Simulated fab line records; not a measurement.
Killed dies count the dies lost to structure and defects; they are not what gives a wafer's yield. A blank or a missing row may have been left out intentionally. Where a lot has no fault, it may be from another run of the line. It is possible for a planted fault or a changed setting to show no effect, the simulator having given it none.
Chamber matching	flow gf180mcu	GF_CONTACT_CVD_00 on hdpcvd-01: 3 sister chambers
The step deposits SiO2, target thk 300 nm, time 50 s. 3 wafers are shown with their chamber, then 10 later ones without.

WAFERS PAIRED WITH THEIR CHAMBERS
wafer	chamber	sih4-flow-sccm (sccm)
L670.3	2	59.87
L680.2	0	60.18
L680.3	1	59.81

WAFERS WITH NO CHAMBER GIVEN
wafer	sih4-flow-sccm (sccm)
L680.6	60.19
L682.2	59.99
L682.3	59.93
L682.6	59.92
L681.4	60.01
L681.5	59.92
L681.6	59.75
L683.1	59.98
L683.2	59.75
L683.3	60.05

THE CHAMBER EACH PASSED THROUGH
wafer	from the rows above	in truth
L680.6	0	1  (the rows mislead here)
L682.2	can't be placed: 2 or 1 or 0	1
L682.3	can't be placed: 2 or 1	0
L682.6	can't be placed: 2 or 1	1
L681.4	can't be placed: 2 or 0 or 1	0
L681.5	can't be placed: 2 or 1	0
L681.6	can't be placed: 1 or 2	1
L683.1	can't be placed: 2 or 1 or 0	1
L683.2	can't be placed: 1 or 2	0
L683.3	can't be placed: 0 or 2 or 1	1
Placed correctly: 0 of 10. From these rows, 9 cannot be placed; in 6 the true chamber is one of the candidates. 1 placed wrongly.
How it was worked out, from the rows above alone: a wafer's distance from a chamber is the root of the sum, over the readings, of the square of ((its reading less the chamber's mean) divided by the reading's scatter). The wafer belongs to the nearest chamber; if the next one is less than 2 further off, it can't be placed. Each chamber's mean is taken over the wafers shown for it. The scatter: root of mean squared gap, hidden wafer to nearest shown wafer, with one shown wafer a chamber.
